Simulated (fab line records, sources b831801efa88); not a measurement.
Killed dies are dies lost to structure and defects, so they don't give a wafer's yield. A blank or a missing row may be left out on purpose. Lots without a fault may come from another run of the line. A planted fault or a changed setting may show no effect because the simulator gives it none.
Which tool did it? | flow gf180mcu | 13 lots, 39 wafers sampled, at 4 steps of a route of 602

WHAT THE GAUGES READ, wafer by wafer
GF_VT_IMPLANT_TW_MEAS_21.
lot  | measured     | on            | VT_IMPLANT_2_TW
L955 | day 6 18:46  | film_metro-04 | 1207 1212 1218
L957 | day 7 09:56  | film_metro-03 | 1213 1210 1212
L958 | day 7 16:36  | film_metro-04 | 1205 1197 1200
L959 | day 8 00:12  | film_metro-04 | 1202 1199 1206
L960 | day 8 04:43  | film_metro-04 | 1208 1198 1210
L961 | day 8 12:40  | film_metro-01 | 1201 1203 1203
L963 | day 9 01:34  | film_metro-03 | 1215 1213 1209
L965 | day 9 17:01  | film_metro-04 | 1207 1200 1201
L972 | day 11 17:33 | film_metro-04 | 1127 1127 1127
L973 | day 11 19:17 | film_metro-04 | 1133 1124 1127
L975 | day 12 07:46 | film_metro-04 | 1214 1211 1215
L976 | day 12 15:06 | film_metro-01 | 1200 1198 1200
L978 | day 13 02:43 | film_metro-04 | 1211 1210 1211

GF_V1_THK_MEAS_25: measures by xrf.
lot  | measured     | on            | V1_W_THK (nm)
L955 | day 20 03:50 | film_metro-02 | 349 345 346
L957 | day 21 01:43 | film_metro-02 | 352 351 348
L958 | day 21 11:28 | film_metro-03 | 350 351 351
L959 | day 21 15:22 | film_metro-01 | 351 359 350
L960 | day 22 04:06 | film_metro-03 | 352 346 346
L961 | day 22 09:17 | film_metro-03 | 340 337 340
L963 | day 23 06:53 | film_metro-02 | 351 354 342
L965 | day 23 23:32 | film_metro-02 | 343 343 348
L972 | day 26 02:53 | film_metro-01 | 363 361 354
L973 | day 26 06:08 | film_metro-01 | 349 358 352
L975 | day 26 16:38 | film_metro-02 | 344 344 344
L976 | day 27 01:34 | film_metro-02 | 349 349 358
L978 | day 27 15:32 | film_metro-03 | 338 349 341

GF_M2_RS_MEAS_05: measures by four-point-probe.
lot  | measured     | on            | M2_ALCU_RS (ohm/sq)
L955 | day 20 04:26 | film_metro-02 | 0.0697 0.0710 0.0699
L957 | day 21 02:17 | film_metro-01 | 0.0712 0.0701 0.0702
L958 | day 21 12:02 | film_metro-01 | 0.0699 0.0705 0.0690
L959 | day 21 15:58 | film_metro-01 | 0.0690 0.0687 0.0688
L960 | day 22 04:41 | film_metro-01 | 0.0696 0.0698 0.0691
L961 | day 22 09:53 | film_metro-02 | 0.0718 0.0713 0.0715
L963 | day 23 07:28 | film_metro-02 | 0.0707 0.0710 0.0711
L965 | day 24 00:08 | film_metro-01 | 0.0691 0.0706 0.0698
L972 | day 26 03:28 | film_metro-04 | 0.0692 0.0693 0.0702
L973 | day 26 06:45 | film_metro-02 | 0.0705 0.0707 0.0710
L975 | day 26 17:13 | film_metro-01 | 0.0697 0.0688 0.0712
L976 | day 27 02:08 | film_metro-01 | 0.0706 0.0703 0.0707
L978 | day 27 16:22 | film_metro-04 | 0.0695 0.0699 0.0706

WHICH TOOL RAN EACH LOT (tool, then ch and the chambers of the sampled wafers, then the start)
lot  | GF_VT_IMPLANT_IMPLANT_19
L955 | implanter-01 ch 0, day 6 18:32
L957 | implanter-04 ch 0, day 7 09:41
L958 | implanter-04 ch 0, day 7 16:21
L959 | implanter-04 ch 0, day 7 23:57
L960 | implanter-03 ch 0, day 8 04:28
L961 | implanter-04 ch 0, day 8 12:26
L963 | implanter-01 ch 0, day 9 01:20
L965 | implanter-03 ch 0, day 9 16:47
L972 | implanter-04 ch 0, day 11 17:18
L973 | implanter-04 ch 0, day 11 19:05
L975 | implanter-03 ch 0, day 12 07:31
L976 | implanter-01 ch 0, day 12 14:51
L978 | implanter-03 ch 0, day 13 02:30
- GF_VT_IMPLANT_IMPLANT_19

WHAT THE TOOLS THEMSELVES READ (means of the sampled wafers that have a number; where no wafer has one, the mark that the record gives instead)
GF_VT_IMPLANT_IMPLANT_19.
lot  | tool         | beam_energy_keV
L955 | implanter-01 | 100.004
L957 | implanter-04 | 100.002
L958 | implanter-04 | 100.000
L959 | implanter-04 | 100.028
L960 | implanter-03 | 99.949
L961 | implanter-04 | 100.005
L963 | implanter-01 | 99.990
L965 | implanter-03 | 99.980
L972 | implanter-04 | 77.387
L973 | implanter-04 | 77.470
L975 | implanter-03 | 100.011
L976 | implanter-01 | 100.012
L978 | implanter-03 | 100.013

THE ANSWER, worked out from the rows above alone
Rule: what is usual is taken from the lots themselves. Put in order of their means at a reading, lots are off if they are a third of the lots or fewer, leave a main group of 4 or more, and stand apart from it by a gap of 3 or more times the standard deviation of the main group's means; of several such gaps the widest counts. A main group whose means are all the same, to the digits that the tables above print for the reading, isn't used. A lot without any number at a reading at which 4 lots or more have one is off too. The other lots that the step has rows for count as sound. The gauges are gone through in route order, then the tools' own readings, and for those a lot's mean is taken as printed above. The first step at which some lot is off is used, and at that step the reading that is off furthest; a lot without a number counts as furthest.
Off: L972, L973, at GF_VT_IMPLANT_TW_MEAS_21 (VT_IMPLANT_2_TW). The main group: mean 1207, standard deviation 5.2.
A tool fits if, at a process step before that reading, it ran every lot that is off, and no sound lot after the first of them. The gauges at GF_VT_IMPLANT_TW_MEAS_21 aren't tried: what is off there is off at GF_VT_IMPLANT_IMPLANT_19 too, on other tools, and a gauge's error can't cause that. One fits: implanter-04 at GF_VT_IMPLANT_IMPLANT_19. Its last sound lot is L961 (day 8 12:26), its first lot that is off L972 (day 11 17:18): a fault that began between those two fits.
The tool's own readings at GF_VT_IMPLANT_IMPLANT_19 bear it out: on the lots that are off they differ by more than 5 times the standard deviation of the sound lots' means. beam_energy_keV reads 77.428 there against 99.999 on the sound lots.

WHAT THE SIMULATOR HAD PUT IN
Process parameter drift: implanter-04, from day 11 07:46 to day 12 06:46, at GF_VT_IMPLANT_IMPLANT_19. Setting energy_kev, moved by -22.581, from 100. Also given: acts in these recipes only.
Lots struck among those shown: L972, L973. The rule above found the same.
